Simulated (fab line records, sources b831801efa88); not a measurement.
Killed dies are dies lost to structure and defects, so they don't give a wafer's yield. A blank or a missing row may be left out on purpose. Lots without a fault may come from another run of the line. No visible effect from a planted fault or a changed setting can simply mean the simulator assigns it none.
Which tool is to blame? ; flow gf180mcu ; 11 lots, 33 wafers sampled, at 2 steps of a route of 602

WHAT THE GAUGES SHOWED, per wafer
GF_LVPWELL_OVL_MEAS_07.
lot;measured;on;LVPWELL_OVL (nm)
L254;day 4 07:22;overlay-02;-1.0 -0.4 -2.0
L256;day 4 15:19;overlay-01;- - -
L257;day 4 19:07;overlay-02;- - -
L264;day 6 12:31;overlay-01;0.8 -0.8 -1.8
L265;day 6 18:16;overlay-02;-0.1 -1.9 1.1
L266;day 6 23:01;overlay-02;0.0 0.2 -2.0
L268;day 7 10:35;overlay-01;0.6 -0.7 -0.8
L270;day 7 19:11;overlay-01;0.2 0.4 1.7
L272;day 8 09:04;overlay-01;1.9 0.5 0.7
L274;day 8 20:52;overlay-01;0.8 1.9 0.1
L275;day 8 23:40;overlay-01;0.3 -0.3 0.6

EACH LOT AND THE TOOL THAT RAN IT (in order: tool; ch and the chambers of the sampled wafers; start)
lot;GF_LVPWELL_COAT_02
L254;lithoTrack-01 ch 0, day 3 23:53
L256;lithoTrack-01, day 4 08:26
L257;lithoTrack-01, day 4 12:10
L264;lithoTrack-02 ch 0, day 6 04:28
L265;lithoTrack-02 ch 0, day 6 10:31
L266;lithoTrack-02 ch 0, day 6 15:01
L268;lithoTrack-02 ch 0, day 7 01:58
L270;lithoTrack-01 ch 0, day 7 10:34
L272;lithoTrack-02 ch 0, day 8 01:02
L274;lithoTrack-01 ch 0, day 8 12:10
L275;lithoTrack-02 ch 0, day 8 15:22
- GF_LVPWELL_COAT_02: resist thk 3000 nm.

THE ANSWER, worked out from the rows above alone
Rule: what is usual is taken from the lots themselves. Put in order of their means at a reading, lots are off if they are a third of the lots or fewer, leave a main group of 4 or more, and stand apart from it by a gap of 3 or more times the standard deviation of the main group's means; of several such gaps the widest counts. A main group whose means are all the same, to the digits that the tables above print for the reading, isn't used. A lot without any number at a reading at which 4 lots or more have one is off too. Any other lot the step has rows for is counted as sound.
Off: L256, L257, at GF_LVPWELL_OVL_MEAS_07 (LVPWELL_OVL). Without a number there: L256, L257. Main group: mean -0.0 nm, sd 0.73.
A tool fits if, at a process step before that reading, it ran every lot that is off, and no sound lot after the first of them. The gauges at GF_LVPWELL_OVL_MEAS_07 are tried like those tools. Of those tried, none fits.

WHAT THE SIMULATOR HAD INSERTED
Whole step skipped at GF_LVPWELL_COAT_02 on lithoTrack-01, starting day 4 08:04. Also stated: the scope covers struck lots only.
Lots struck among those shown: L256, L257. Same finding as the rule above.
